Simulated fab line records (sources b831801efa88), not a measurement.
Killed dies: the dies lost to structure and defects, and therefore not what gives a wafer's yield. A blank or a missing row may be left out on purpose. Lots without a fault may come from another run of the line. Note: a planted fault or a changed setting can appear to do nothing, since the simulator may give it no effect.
Comparing a struck lot with a sound one / flow sky130 / 16 out of 708 route steps
Sound: these wafers, L401.2, L401.3, L401.5. Wafers struck: L416.1, L416.2, L416.5. Last of all comes the cause.
Each step with rows lists, per side, the tool, then ch with its chambers, then its first start. Under that, the readings that differ: sound wafers / struck wafers / difference of the means / sigmas: that difference in standard deviations of wafers without a fault.
alike: readings with means less than 2 such deviations apart, plus words and numbers identical on both sides. not compared: withheld readings, readings lacking a value on some wafer, bounds such as >300 that could conceal the same value, and numbers that have no deviation in the record and whose values overlap.
A row with sigmas, a row that says differs or no value, or rows on one side alone: a step with any of these is where the two part. Non-overlapping numbers with no deviation appear without sigmas and do not part them. A reading missing from all wafers of one side parts the sides only when that side holds two or more wafers.

first, 3 steps without rows for these wafers: SKY_METAL2_EXPOSE_12 (exposes mask MM2, target cd 140 nm); SKY_METAL2_PEB_13; SKY_METAL2_DEVELOP_14 (develop time 60 s).
SKY_METAL2_CD_MEAS_15 targets a cd of 140 nm.
  struck on cdSem-02, day 40 05:23; sound on cdSem-01, day 35 06:33
reading=cdNm (nm); sound=142.7 141.5 140.9; struck=136.8 137.6 138.9; difference=-3.9; sigmas=-2
SKY_METAL2_OVL_MEAS_16:
  struck on overlay-01, day 40 05:30; sound on overlay-02, day 35 06:40
  alike: METAL2_OVL
SKY_METAL2_DESCUM_17: chemistry O2, time 8 s.
  sound on rieMetal-02 ch 0,1, day 35 06:41; struck on rieMetal-03 ch 0,1, day 40 05:32
  alike: drypumpMotorCurrentA, oesProductAu
  not compared: rfHoursCounterH
SKY_METAL2_ETCH_18: etches BARC in N2/H2, stops on SiO2, time 45.9 s, target depth 60 nm.
  sound on rieMetal-02 ch 0,1, day 35 06:43; struck on rieMetal-03 ch 0,1, day 40 05:34
  alike: biasW, drypumpMotorCurrentA, oesProductAu, throttleValvePct
  not compared: rfHoursCounterH
SKY_METAL2_METAL_ETCH_19: etches the open film in Cl2/BCl3, stops on SiO2, target depth 360 nm, time 78 s.
  sound on rieMetal-02 ch 0,1, day 35 06:47; struck on rieMetal-03 ch 0,1, day 40 05:38
  alike: biasW, drypumpMotorCurrentA, oesProductAu, throttleValvePct
  not compared: rfHoursCounterH
SKY_METAL2_STRIP_20: strips in O2/N2.
  sound on plasmaAsher-02 ch 0,1, day 35 06:52; struck on plasmaAsher-02 ch 0,1, day 40 05:43
  alike: drypumpMotorCurrentA, oesProductAu, stripTimeToEndpointS
  not compared: rfHoursCounterH
then, 3 steps without rows for these wafers: SKY_METAL2_STRIP_21 (strips in post etch residue remover, time 1200 s); SKY_METAL2_CLEAN_22 (cleans in IPA, time 180 s); SKY_METAL2_CLEAN_23 (cleans in O3/DIW).
SKY_VIA2_HDPCVD_00: deposits SiO2, target thk 1180 nm, time 196.7 s.
  sound on hdpcvd-01 ch 0,2, day 35 07:28; struck on hdpcvd-02 ch 1,2, day 40 06:19
reading=sih4FlowSccm (sccm); sound=59.69 59.99 59.72; struck=48.20 47.91 48.34; difference=-11.65; sigmas=-61
reading=model.SiO2_of_VIA2_HDPCVD_00.thkNm (nm); sound=1160 1150 1174; struck=958.1 953.5 945.7; difference=-208.9; sigmas=
SKY_VIA2_THK_MEAS_01:
  struck on filmMetro-02, day 40 06:40; sound on filmMetro-02, day 35 07:37
reading=VIA2_HDPCVD_THK (nm); sound=1160 1149 1173; struck=958 954 946; difference=-208; sigmas=-17
  not compared: hold
SKY_VIA2_CMP_02: polishes SiO2.
  sound on cmp-01 ch 1,3, day 35 07:43; struck on cmp-01 ch 1,3, day 40 17:39
reading=hold; sound=- - -; struck=awaitDispo/3.1h/release awaitDispo/3.1h/release awaitDispo/3.1h/release; difference=no value on the sound wafers; sigmas=
  alike: motorCurrentA
-- the record jumps here: 9 days lie between the struck wafers' starts before and after (it left off in module VIA2 and takes up again in module PAD_OPEN, whose first step shown is number 708 of the route) --
SKY_PAD_OPEN_PROBE_99:
  struck on prober-01, day 49 14:35; sound on prober-02, day 46 01:16
  alike: defectLimitedYield, killed_at_M0_to_M3, killed_at_M4_up, killedAtContacts, killedAtFrontEnd, killedAtOther, killedDies, killedOnRim, killedOpen, killedShort, sort_bin_3_pad_short, sort_bin_5_function, sort_bin_6_memory, sortNPass, sortYieldPct

## WHERE THEY PART
First at SKY_METAL2_CD_MEAS_15; last, within this record, at SKY_VIA2_CMP_02. Later steps at which nothing parts them and some readings are alike: SKY_PAD_OPEN_PROBE_99.

WHY: whatever the simulator had introduced
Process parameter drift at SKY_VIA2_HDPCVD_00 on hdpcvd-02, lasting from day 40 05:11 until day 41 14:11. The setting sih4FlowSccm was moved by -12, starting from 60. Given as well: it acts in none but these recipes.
